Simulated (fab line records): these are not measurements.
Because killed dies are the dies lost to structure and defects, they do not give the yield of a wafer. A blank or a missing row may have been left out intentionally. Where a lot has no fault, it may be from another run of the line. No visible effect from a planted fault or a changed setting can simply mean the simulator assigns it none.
Comparing a struck lot with a sound one | flow gf180mcu | 14 steps out of a route of 602
Sound: wafers L381.1, L381.3, L381.6. Wafers L387.1, L387.2, L387.5 were the ones struck. At the end, the cause is stated.
Each step with rows lists, per side, the tool, then ch with its chambers, then its first start. Under that, the readings that differ: sound wafers | struck wafers | difference of the means | sigmas: that difference in standard deviations of wafers without a fault.
alike: readings with means less than 2 such deviations apart, plus words and numbers identical on both sides. not compared: withheld readings, readings lacking a value on some wafer, bounds such as >300 that could conceal the same value, and numbers that have no deviation in the record and whose values overlap.
Wherever a step has rows on one side only, a row that says differs or no value, or a row with sigmas, the two part there. When numbers do not overlap yet have no deviation, they are printed without sigmas and do not part them. Lack of a reading on every wafer of one side parts them only where that side has two or more wafers.

first, 6 steps without rows for these wafers: GF_DNWELL_COAT_02 (resist thk 3000 nm); GF_DNWELL_SOFTBAKE_03; GF_DNWELL_EXPOSE_04 (exposes mask DNWELL, target cd 1700 nm); GF_DNWELL_PEB_05; GF_DNWELL_DEVELOP_06 (develop time 60 s); GF_DNWELL_IMPLANT_07.
GF_DNWELL_STRIP_08: strips in O2/N2.
  sound on plasma asher-04 ch 0,1, day 5 04:35; struck on plasma asher-03 ch 0,1, day 6 06:30
  alike: drypump motor current A, heater power w, oes product au, strip time to endpoint s
  not compared: rf hours counter h
GF_DNWELL_TW_MEAS_09:
  struck on film metro-03, day 6 06:36; sound on film metro-03, day 5 04:41
  alike: DNWELL_TW
then, 4 steps without rows for these wafers: GF_NWELL_DEHYDRATE_00 (time 60 s); GF_NWELL_HMDS_01 (prime time 60 s); GF_NWELL_COAT_02 (resist thk 3000 nm); GF_NWELL_SOFTBAKE_03.
GF_NWELL_EXPOSE_04: exposes mask Nwell, target cd 860 nm.
  sound on iline stepper-02 ch 0, day 5 11:35; struck on iline stepper-02 ch 0, day 6 13:46
  reading | sound                   | struck                           | difference | sigmas
  mask    | Nwell#0 Nwell#0 Nwell#0 | Nwell_R1#0 Nwell_R1#0 Nwell_R1#0 | differs    |
  alike: focus offset nm
next, for these wafers, 1 step has no rows: GF_NWELL_PEB_05.

## WHERE THEY PART
Within this record, at GF_NWELL_EXPOSE_04 only.

WHY: the cause the simulator had injected
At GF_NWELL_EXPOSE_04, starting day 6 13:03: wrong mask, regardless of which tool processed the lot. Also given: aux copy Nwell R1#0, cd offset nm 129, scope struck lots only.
